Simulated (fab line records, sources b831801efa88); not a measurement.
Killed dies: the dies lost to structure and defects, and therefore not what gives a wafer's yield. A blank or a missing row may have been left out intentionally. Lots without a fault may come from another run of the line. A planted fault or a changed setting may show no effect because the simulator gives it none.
What tool caused it? -- flow sky130 -- 33 wafers from 11 lots sampled at 4 of the route's 708 steps

## WHAT EACH GAUGE READ, for each wafer
SKY_NWELL_OVL_MEAS_23. Usual: NWELL_01_OVL -0.2 nm, standard deviation 1.3.
lot,measured,on,NWELL_01_OVL (nm),flag
L430,day 6 20:30,overlay-01,0.1 0.0 0.3,
L431,day 7 09:33,overlay-01,-0.9 0.1 0.0,
L432,day 7 10:12,overlay-01,-0.8 0.4 0.7,
L433,day 7 21:39,overlay-02,-0.7 -1.0 0.9,
L435,day 8 05:39,overlay-02,1.6 2.7 1.2,
L437,day 8 10:01,overlay-02,-2.0 0.4 -1.1,
L438,day 8 12:07,overlay-01,-0.7 0.5 -0.3,
L440,day 8 14:48,overlay-01,0.1 -3.3 -1.1,
L439,day 8 15:41,overlay-01,1.4 -0.1 0.4,
L442,day 9 01:34,overlay-01,-2.2 -0.4 -1.5,
L448,day 10 14:57,overlay-01,-1.2 -2.2 -1.4,

SKY_VIA1_THK_MEAS_01. Usual: VIA1_HDPCVD_THK 1026 nm, standard deviation 11.
lot,measured,on,VIA1_HDPCVD_THK (nm),flag
L430,day 35 01:05,film metro-03,1006 1013 1004,
L431,day 35 18:05,film metro-02,1023 1005 1034,
L432,day 35 06:28,film metro-01,1036 1025 1036,
L433,day 36 03:02,film metro-03,1038 1036 1034,
L435,day 36 16:21,film metro-02,1026 1010 1021,
L437,day 37 21:16,film metro-03,1012 1023 1023,
L438,day 37 21:37,film metro-02,782 783 783,OFF
L440,day 37 20:46,film metro-02,1019 1033 1038,
L439,day 38 01:28,film metro-02,1025 1035 1026,
L442,day 37 22:24,film metro-03,767 781 761,OFF
L448,day 39 14:54,film metro-03,1009 1020 1022,

## WHAT TOOL EACH LOT RAN ON (gives the tool, then ch and the chambers of the sampled wafers, and finally the start)
lot,SKY_VT_ADJUST_HVTR_STRIP_10,SKY_VIA1_HDPCVD_00
L430,"plasma asher-04 ch 0,1, day 11 10:00","hdpcvd-01 ch 1,2, day 35 00:58"
L431,"plasma asher-03 ch 1, day 12 02:03","hdpcvd-02 ch 0,2, day 35 17:58"
L432,"plasma asher-04 ch 0,1, day 12 01:27","hdpcvd-02 ch 0,2, day 35 06:22"
L433,"plasma asher-03 ch 1, day 12 14:21","hdpcvd-02 ch 0,2, day 36 02:55"
L435,"plasma asher-01 ch 0,1, day 13 01:48","hdpcvd-02 ch 0,1,2, day 36 16:14"
L437,"plasma asher-04 ch 0,1, day 13 06:14","hdpcvd-01 ch 0,2, day 37 21:07"
L438,"plasma asher-04 ch 0,1, day 13 09:44","hdpcvd-02 ch 1,2, day 37 21:28"
L440,"plasma asher-03 ch 0,1, day 13 12:33","hdpcvd-02 ch 0,1,2, day 37 20:40"
L439,"plasma asher-04 ch 0,1, day 13 13:48","hdpcvd-01 ch 0,1, day 38 01:21"
L442,"plasma asher-03 ch 0,1, day 14 01:35","hdpcvd-02 ch 0,2, day 37 22:16"
L448,"plasma asher-03 ch 0,1, day 15 22:09","hdpcvd-01 ch 1,2, day 39 14:47"
- SKY_VT_ADJUST_HVTR_STRIP_10: strips in O2/N2.
- SKY_VIA1_HDPCVD_00: deposits SiO2, target thk 1030 nm, time 171.7 s.

## WHAT THE TOOLS THEMSELVES READ (means of the sampled wafers that have a number; where no wafer has one, the mark that the record gives instead)
SKY_VT_ADJUST_HVTR_STRIP_10. Usual: chamber pressure mTorr 1500.3 mTorr, standard deviation 1.3; drypump motor current A 5.7 A, standard deviation 0.42; o2 flow sccm 3002 sccm, standard deviation 8.9; oes product au 0.715 a.u., standard deviation 0.0047; strip time to endpoint s 14.19 s, standard deviation 0.038.
lot,tool,chamber pressure mTorr (mTorr),drypump motor current A (A),o2 flow sccm (sccm),oes product au (a.u.),strip time to endpoint s (s),flag
L430,plasma asher-04,1499.2,5.5,2993,0.718,14.20,
L431,plasma asher-03,1500.7,5.6,2987,0.714,14.18,
L432,plasma asher-04,1500.9,5.5,3005,0.717,14.20,
L433,plasma asher-03,1499.4,5.6,2994,0.714,14.19,
L435,plasma asher-01,1499.3,5.6,3005,0.721,14.18,
L437,plasma asher-04,1500.3,5.5,3000,0.713,14.19,
L438,plasma asher-04,1500.3,5.7,3007,0.715,14.27,
L440,plasma asher-03,1498.7,5.8,3001,0.713,14.15,
L439,plasma asher-04,1501.0,5.5,3004,0.711,14.15,
L442,plasma asher-03,1499.0,5.9,3009,0.711,14.15,
L448,plasma asher-03,1500.4,5.8,3021,0.719,14.23,

SKY_VIA1_HDPCVD_00. Usual: run length s 199.5 s, standard deviation 0.69; sih4 flow sccm 59.99 sccm, standard deviation 0.19.
lot,tool,run length s (s),sih4 flow sccm (sccm),flag
L430,hdpcvd-01,199.4,59.94,
L431,hdpcvd-02,200.4,60.01,
L432,hdpcvd-02,199.9,60.06,
L433,hdpcvd-02,200.2,60.09,
L435,hdpcvd-02,199.6,59.95,
L437,hdpcvd-01,198.9,59.97,
L438,hdpcvd-02,158.6,59.93,OFF
L440,hdpcvd-02,199.7,60.16,
L439,hdpcvd-01,199.3,59.88,
L442,hdpcvd-02,158.6,59.96,OFF
L448,hdpcvd-01,199.4,60.04,

## THE ANSWER, worked out from the rows above alone
Rule: lot off if the mean of its wafers having a number is beyond 3 standard deviations from the usual mean. Also off: a lot with no number at a reading for which 4 or more lots have one. The other lots that the step has rows for count as sound. First the gauges in route order, then the tools' own readings, where a lot's mean is used as printed above. At the first step where some lot is off, the reading lying furthest off is the one used; lots without a number count as furthest.
Off: L438, L442, at SKY_VIA1_THK_MEAS_01 (VIA1_HDPCVD_THK).
A tool fits if, at a process step before that reading, it ran every lot that is off, and no sound lot after the first of them. Not tried: the gauges at SKY_VIA1_THK_MEAS_01; whatever is off there is also off at SKY_VIA1_HDPCVD_00, on other tools, and gauge error can't account for it. One fits: SKY_VIA1_HDPCVD_00 on hdpcvd-02. A fault onset in the window from L440 (day 37 20:40, its last sound lot) to L438 (day 37 21:28, its first lot off) fits.
On the lots that are off, the tool's own readings at SKY_VIA1_HDPCVD_00 differ by more than 5 times the standard deviation of the sound lots' means, which bears it out; run length s reads 158.6 s there versus 199.6 s on the sound lots.

## WHAT WAS PUT IN BY THE SIMULATOR
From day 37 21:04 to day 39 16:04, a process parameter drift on hdpcvd-02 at SKY_VIA1_HDPCVD_00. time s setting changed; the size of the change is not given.
Struck lots among those shown: L438, L442. The rule above reached the same finding.
